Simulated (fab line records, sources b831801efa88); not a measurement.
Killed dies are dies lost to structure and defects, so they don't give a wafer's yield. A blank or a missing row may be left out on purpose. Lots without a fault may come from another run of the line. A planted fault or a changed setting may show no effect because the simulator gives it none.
Chamber matching | flow gf180mcu | GF_PASSIVATION_CVD_00 on pecvd-02: 3 sister chambers
The step deposits SiO2 from TEOS, target thk 1000 nm, time 111.95 s. 14 wafers are shown with their chamber, then 7 later ones without.

WAFERS WITH THEIR CHAMBER
wafer  | chamber | run_length_s (s) | heater_power_w (W) | heater_power_outer_w (W)
L914.2 | 1       | 140.4            | 574                | 346
L914.3 | 0       | 139.5            | 559                | 313
L914.5 | 0       | 139.6            | 595                | 337
L915.3 | 0       | 139.3            | 606                | 344
L915.4 | 0       | 139.8            | 483                | 241
L915.6 | 2       | 139.2            | 476                | 273
L922.1 | 1       | 140.2            | 605                | 349
L922.2 | 2       | 140.3            | 516                | 300
L922.6 | 1       | 140.3            | 482                | 263
L927.1 | 1       | 140.3            | 610                | 346
L927.2 | 2       | 139.2            | 517                | 311
L927.6 | 1       | 140.5            | 495                | 259
L929.1 | 1       | 141.0            | 602                | 347
L929.3 | 0       | 139.5            | 590                | 318

SIGNATURES (means of the wafers above)
reading              | chamber 0 | chamber 1 | chamber 2 | scatter within a chamber
run_length_s         | 139.540   | 140.450   | 139.567   | 0.351
heater_power_w       | 566.60    | 561.33    | 503.00    | 50.3
heater_power_outer_w | 310.60    | 318.33    | 294.67    | 39.7
Rule: a wafer's distance from a chamber is the root of the sum, over the readings, of the square of ((its reading less the chamber's mean) divided by the reading's scatter). The wafer belongs to the nearest chamber; if the next one is less than 2 further off, it can't be placed. The scatter: the root of (the sum of the squares of (reading less its chamber's mean) over the shown wafers, divided by (wafers less chambers)).

WAFERS WITHOUT THEIR CHAMBER
wafer  | run_length_s (s) | heater_power_w (W) | heater_power_outer_w (W)
L929.6 | 139.6            | 575                | 352
L930.3 | 140.3            | 602                | 334
L930.5 | 140.0            | 474                | 261
L930.6 | 139.0            | 469                | 249
L936.2 | 139.1            | 536                | 296
L936.3 | 139.5            | 578                | 353
L936.6 | 140.3            | 588                | 345

WHICH CHAMBER EACH WENT THROUGH
wafer  | from the rows above          | in truth
L929.6 | can't be placed: 0 or 2 or 1 | 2
L930.3 | can't be placed: 1 or 0      | 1
L930.5 | can't be placed: 2 or 0 or 1 | 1
L930.6 | can't be placed: 2 or 0      | 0
L936.2 | can't be placed: 0 or 2      | 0
L936.3 | can't be placed: 0 or 2 or 1 | 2
L936.6 | can't be placed: 1 or 0      | 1
Placed correctly: 0 of 7. Can't be placed from these rows: 7 (the true chamber is among the candidates in 7). Placed wrongly: 0.
